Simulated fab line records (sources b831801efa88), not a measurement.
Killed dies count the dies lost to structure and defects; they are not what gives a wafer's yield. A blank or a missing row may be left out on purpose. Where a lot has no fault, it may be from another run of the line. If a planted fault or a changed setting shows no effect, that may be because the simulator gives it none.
Chamber matching + flow gf180mcu + cmp-02 running GF_V3_CMP_04: 4 sister chambers
The step polishes SiO2. 16 wafers are shown with their chamber, then 7 later ones without.

EACH WAFER AND ITS CHAMBER
| wafer  | chamber | motor-current-A (A) | time-to-endpoint-s (s) |
|--------|---------|---------------------|------------------------|
| L175.2 | 3       | 14.0                | 78                     |
| L175.4 | 0       | 12.9                | 87                     |
| L175.5 | 0       | 12.8                | 93                     |
| L176.1 | 3       | 13.6                | 81                     |
| L176.3 | 1       | 12.0                | 78                     |
| L176.6 | 1       | 11.3                | 87                     |
| L182.3 | 3       | 13.7                | 79                     |
| L182.5 | 2       | 11.0                | 84                     |
| L182.6 | 1       | 11.4                | 77                     |
| L184.2 | 3       | 13.7                | 76                     |
| L184.5 | 3       | 13.4                | 76                     |
| L184.6 | 2       | 10.3                | 78                     |
| L185.1 | 2       | 10.9                | 82                     |
| L185.2 | 0       | 12.2                | 86                     |
| L191.1 | 0       | 12.7                | 78                     |
| L191.2 | 3       | 13.8                | 74                     |

SIGNATURES, as means of the wafers listed above
| reading            | chamber 0 | chamber 1 | chamber 2 | chamber 3 | scatter within a chamber |
|--------------------|-----------|-----------|-----------|-----------|--------------------------|
| motor-current-A    | 12.650    | 11.567    | 10.733    | 13.700    | 0.298                    |
| time-to-endpoint-s | 86.00     | 80.67     | 81.33     | 77.33     | 4.33                     |
Rule: distance of a wafer from a chamber = root of the sum over the readings of ((wafer's reading minus chamber's mean) / reading's scatter) squared. If the next closest chamber is less than 2 further off than the closest, the wafer can't be placed; otherwise it belongs to the closest. How the scatter is found: for the shown wafers, subtract from each reading the mean of its chamber, square and add these, divide the total by (wafers less chambers), then take the root.

WAFERS MISSING THEIR CHAMBER
| wafer  | motor-current-A (A) | time-to-endpoint-s (s) |
|--------|---------------------|------------------------|
| L191.5 | 13.8                | 85                     |
| L197.3 | 13.4                | 82                     |
| L197.5 | 12.3                | 91                     |
| L197.6 | 13.1                | 89                     |
| L198.2 | 14.1                | 81                     |
| L198.4 | 10.9                | 78                     |
| L198.5 | 10.2                | 81                     |

EACH ONE'S CHAMBER
| wafer  | from the rows above     | in truth |
|--------|-------------------------|----------|
| L191.5 | 3                       | 3        |
| L197.3 | can't be placed: 3 or 0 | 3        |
| L197.5 | can't be placed: 0 or 1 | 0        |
| L197.6 | can't be placed: 0 or 3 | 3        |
| L198.2 | 3                       | 3        |
| L198.4 | can't be placed: 2 or 1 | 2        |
| L198.5 | 2                       | 2        |
Correct placement for 3 of the 7. Can't be placed from these rows: 4 (the true chamber is among the candidates in 4). Placed wrongly: 0.
